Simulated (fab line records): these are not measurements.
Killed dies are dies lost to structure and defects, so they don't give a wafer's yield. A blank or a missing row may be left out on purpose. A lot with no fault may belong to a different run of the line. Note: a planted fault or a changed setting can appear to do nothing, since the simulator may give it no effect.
fab line records :: flow sky130
record
  lots=14
  wafers=42
  last-day=50
route steps=708 shown NWELL@66
lots with no fault: from the same line, run without faults
start-h: hours from the record's first day to the start of the lot's first wafer shown :: wait-h: how many hours have passed since the lot's step before this one :: " as in the row above :: L1.1+2: one row covering several wafers at once :: - either no value or no given start :: * or withheld: withheld :: < > ~ a bound
route shown NAME@n: NAME is a module with steps in the file, n the number in the route of the first one :: usual: mean and standard deviation over wafers with no fault :: same: alike in all rows :: chamber/n: place in a boat :: sites: per-site readings :: _std_site: the standard deviation of these :: _edge_site: the outer-site mean with the inner-site mean subtracted :: radius-mm: how far each site lies from the wafer's centre :: mask NAME#n: copy n :: behind: the most recent tool/chamber to have shaped the wafer :: hold: the reason the lot was held/the length of the hold in hours/how it ended :: device: which transistor (n, p or np) failed to switch :: end of line: tests of these same wafers at the route's end :: step lacking rows: just its recipe :: killed: dies lost to structure and defects at the first sort, not the wafer's yield :: map: a wafer's dies, marking killed ones x, the rest . and places with no die _
set.NAME: setting as actually run; set.NAME@STEP: the setting as run at that earlier step :: model.NAME: the simulator's own value behind a step, which no gauge read
route steps across a sampled set of lots; one table per step, one row per wafer
services: when a tool's chamber went out of use (start-h, in hours from the record's first day, below 0 if earlier), for how many hours, and the reason
## steps
# step SKY_NWELL_IMPLANT_13
# recipe
  species=P
  energy-kev=50
  dose-cm2=7e+11
  tilt-deg=withheld
lot.wafer: L523.1+4+6
tool: implanter-03
chamber: 0
start-h: 89.58
wait-h: 0.1

lot.wafer: L524.1+3+4
tool: implanter-03
chamber: 0
start-h: 99.59
wait-h: 0.1

lot.wafer: L527.1+2+4
tool: implanter-04
chamber: 0
start-h: 117.53
wait-h: 0.1

lot.wafer: L528.1+3+4
tool: implanter-03
chamber: 0
start-h: 121.96
wait-h: 0.1

lot.wafer: L529.1+3+6
tool: implanter-04
chamber: 0
start-h: 129.61
wait-h: 0.1

lot.wafer: L530.2+5+6
tool: implanter-04
chamber: 0
start-h: 131.86
wait-h: 0.1

lot.wafer: L531.1+2+5
tool: implanter-02
chamber: 0
start-h: 138.78
wait-h: 0.1

lot.wafer: L532.2+4+5
tool: implanter-02
chamber: 0
start-h: 141.67
wait-h: 0.1

lot.wafer: L537.1+2+6
tool: implanter-03
chamber: 0
start-h: 177.01
wait-h: 0.1

lot.wafer: L540.2+4+5
tool: implanter-04
chamber: 0
start-h: 191.38
wait-h: 0.1

lot.wafer: L540.2+4+5
tool: implanter-04
chamber: 0
start-h: 191.70
wait-h: 0.3

lot.wafer: L542.3+5+6
tool: implanter-03
chamber: 0
start-h: 201.61
wait-h: 0.1

lot.wafer: L542.3+5+6
tool: implanter-03
chamber: 0
start-h: 201.92
wait-h: 0.3

lot.wafer: L543.1+4+6
tool: implanter-03
chamber: 0
start-h: 206.68
wait-h: 0.1

lot.wafer: L544.1+3+6
tool: implanter-03
chamber: 0
start-h: 212.13
wait-h: 0.1

lot.wafer: L545.2+3+4
tool: implanter-03
chamber: 0
start-h: 220.58
wait-h: 0.1
# step SKY_NWELL_RS_MEAS_29
# recipe
  thk-meas-gauge=four-point-probe
# usual
  NWELL_RS=623.8/1.6
lot.wafer: L523.1
tool: film-metro-02
chamber: -
start-h: 108.05
wait-h: 0.1
NWELL_RS[ohm/sq]: 622.0

lot.wafer: L523.4
tool: film-metro-02
chamber: -
start-h: 108.05
wait-h: 0.1
NWELL_RS[ohm/sq]: 623.7

lot.wafer: L523.6
tool: film-metro-02
chamber: -
start-h: 108.05
wait-h: 0.1
NWELL_RS[ohm/sq]: 620.8

lot.wafer: L524.1
tool: film-metro-01
chamber: -
start-h: 117.90
wait-h: 0.1
NWELL_RS[ohm/sq]: 625.5

lot.wafer: L524.3
tool: film-metro-01
chamber: -
start-h: 117.90
wait-h: 0.1
NWELL_RS[ohm/sq]: 624.8

lot.wafer: L524.4
tool: film-metro-01
chamber: -
start-h: 117.90
wait-h: 0.1
NWELL_RS[ohm/sq]: 626.0

lot.wafer: L527.1
tool: film-metro-03
chamber: -
start-h: 137.30
wait-h: 0.1
NWELL_RS[ohm/sq]: 623.4

lot.wafer: L527.2
tool: film-metro-03
chamber: -
start-h: 137.30
wait-h: 0.1
NWELL_RS[ohm/sq]: 624.0

lot.wafer: L527.4
tool: film-metro-03
chamber: -
start-h: 137.30
wait-h: 0.1
NWELL_RS[ohm/sq]: 622.4

lot.wafer: L528.1
tool: film-metro-03
chamber: -
start-h: 141.77
wait-h: 0.1
NWELL_RS[ohm/sq]: 624.5

lot.wafer: L528.3
tool: film-metro-03
chamber: -
start-h: 141.77
wait-h: 0.1
NWELL_RS[ohm/sq]: 624.1

lot.wafer: L528.4
tool: film-metro-03
chamber: -
start-h: 141.77
wait-h: 0.1
NWELL_RS[ohm/sq]: 623.5

lot.wafer: L529.1
tool: film-metro-01
chamber: -
start-h: 149.60
wait-h: 0.1
NWELL_RS[ohm/sq]: 625.8

lot.wafer: L529.3
tool: film-metro-01
chamber: -
start-h: 149.60
wait-h: 0.1
NWELL_RS[ohm/sq]: 624.3

lot.wafer: L529.6
tool: film-metro-01
chamber: -
start-h: 149.60
wait-h: 0.1
NWELL_RS[ohm/sq]: 624.5

lot.wafer: L530.2
tool: film-metro-02
chamber: -
start-h: 152.58
wait-h: 0.1
NWELL_RS[ohm/sq]: 623.5

lot.wafer: L530.5
tool: film-metro-02
chamber: -
start-h: 152.58
wait-h: 0.1
NWELL_RS[ohm/sq]: 621.6

lot.wafer: L530.6
tool: film-metro-02
chamber: -
start-h: 152.58
wait-h: 0.1
NWELL_RS[ohm/sq]: 621.5

lot.wafer: L531.1
tool: film-metro-03
chamber: -
start-h: 159.45
wait-h: 0.1
NWELL_RS[ohm/sq]: 624.7

lot.wafer: L531.2
tool: film-metro-03
chamber: -
start-h: 159.45
wait-h: 0.1
NWELL_RS[ohm/sq]: 624.4

lot.wafer: L531.5
tool: film-metro-03
chamber: -
start-h: 159.45
wait-h: 0.1
NWELL_RS[ohm/sq]: 624.9

lot.wafer: L532.2
tool: film-metro-02
chamber: -
start-h: 161.72
wait-h: 0.1
NWELL_RS[ohm/sq]: 621.2

lot.wafer: L532.4
tool: film-metro-02
chamber: -
start-h: 161.72
wait-h: 0.1
NWELL_RS[ohm/sq]: 621.8

lot.wafer: L532.5
tool: film-metro-02
chamber: -
start-h: 161.72
wait-h: 0.1
NWELL_RS[ohm/sq]: 621.5

lot.wafer: L537.1
tool: film-metro-03
chamber: -
start-h: 198.34
wait-h: 0.1
NWELL_RS[ohm/sq]: 625.8

lot.wafer: L537.2
tool: film-metro-03
chamber: -
start-h: 198.34
wait-h: 0.1
NWELL_RS[ohm/sq]: 625.4

lot.wafer: L537.6
tool: film-metro-03
chamber: -
start-h: 198.34
wait-h: 0.1
NWELL_RS[ohm/sq]: 624.5

lot.wafer: L540.2
tool: film-metro-01
chamber: -
start-h: 213.47
wait-h: 0.1
NWELL_RS[ohm/sq]: 605.3

lot.wafer: L540.4
tool: film-metro-01
chamber: -
start-h: 213.47
wait-h: 0.1
NWELL_RS[ohm/sq]: 603.3

lot.wafer: L540.5
tool: film-metro-01
chamber: -
start-h: 213.47
wait-h: 0.1
NWELL_RS[ohm/sq]: 602.9

lot.wafer: L542.3
tool: film-metro-01
chamber: -
start-h: 224.09
wait-h: 0.1
NWELL_RS[ohm/sq]: 606.0

lot.wafer: L542.5
tool: film-metro-01
chamber: -
start-h: 224.09
wait-h: 0.1
NWELL_RS[ohm/sq]: 607.5

lot.wafer: L542.6
tool: film-metro-01
chamber: -
start-h: 224.09
wait-h: 0.1
NWELL_RS[ohm/sq]: 604.6

lot.wafer: L543.1
tool: film-metro-03
chamber: -
start-h: 229.62
wait-h: 0.1
NWELL_RS[ohm/sq]: 623.2

lot.wafer: L543.4
tool: film-metro-03
chamber: -
start-h: 229.62
wait-h: 0.1
NWELL_RS[ohm/sq]: 622.6

lot.wafer: L543.6
tool: film-metro-03
chamber: -
start-h: 229.62
wait-h: 0.1
NWELL_RS[ohm/sq]: 623.8

lot.wafer: L544.1
tool: film-metro-03
chamber: -
start-h: 234.70
wait-h: 0.1
NWELL_RS[ohm/sq]: 621.7

lot.wafer: L544.3
tool: film-metro-03
chamber: -
start-h: 234.70
wait-h: 0.1
NWELL_RS[ohm/sq]: 622.6

lot.wafer: L544.6
tool: film-metro-03
chamber: -
start-h: 234.70
wait-h: 0.1
NWELL_RS[ohm/sq]: 623.6

lot.wafer: L545.2
tool: film-metro-01
chamber: -
start-h: 244.76
wait-h: 0.2
NWELL_RS[ohm/sq]: 626.3

lot.wafer: L545.3
tool: film-metro-01
chamber: -
start-h: 244.76
wait-h: 0.2
NWELL_RS[ohm/sq]: 624.1

lot.wafer: L545.4
tool: film-metro-01
chamber: -
start-h: 244.76
wait-h: 0.2
NWELL_RS[ohm/sq]: 624.8
## services
tool: implanter-02
chamber: -
start-h: 67.53
hours: 3.8
kind: pm

tool: implanter-04
chamber: -
start-h: 80.99
hours: 1.6
kind: repair

tool: implanter-03
chamber: -
start-h: 83.52
hours: 5.7
kind: repair

tool: implanter-02
chamber: -
start-h: 84.23
hours: 2.2
kind: repair

tool: implanter-03
chamber: -
start-h: 125.80
hours: 2.1
kind: repair

tool: implanter-02
chamber: -
start-h: 131.90
hours: 4.4
kind: repair

tool: implanter-03
chamber: -
start-h: 144.02
hours: 5.3
kind: repair

tool: implanter-02
chamber: -
start-h: 153.17
hours: 4.1
kind: pm

tool: implanter-02
chamber: -
start-h: 157.46
hours: 3.2
kind: repair

tool: implanter-04
chamber: -
start-h: 158.72
hours: 5.2
kind: repair

tool: implanter-03
chamber: -
start-h: 161.68
hours: 6.2
kind: repair

tool: implanter-03
chamber: -
start-h: 167.90
hours: 4.4
kind: pm

tool: implanter-04
chamber: -
start-h: 177.65
hours: 13.3
kind: repair

tool: implanter-02
chamber: -
start-h: 211.78
hours: 0.7
kind: repair
## key
first-sign
  step=SKY_NWELL_IMPLANT_13
  reading=visit
  direction=added
effect
  step=SKY_NWELL_RS_MEAS_29
  reading=NWELL_RS
  direction=down
  sigmas=12
  usual=623.8
  struck=604.9
met-at SKY_NWELL_IMPLANT_13
struck-lots L540,L542
sort-left-out L540.2,L540.4,L540.5
tester-left-out L540,L542
fault
  kind=repeated-step-whole
  tool=implanter-02,implanter-03,implanter-04
  chamber=-
  onset-h=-
  steps=SKY_NWELL_IMPLANT_13
  times=1
  scope=struck-lots-only
# tester-left-out: of these lots the tester's yield and bins aren't shown, on N5 and GAA mostly nor the transistor test; their killed dies are dies lost to structure and defects alone, not to doping, threshold or leakage, so they don't give the yield
# sort-left-out: the simulated sort isn't trusted on such a fault, so these wafers' sort isn't shown, and their yield isn't known
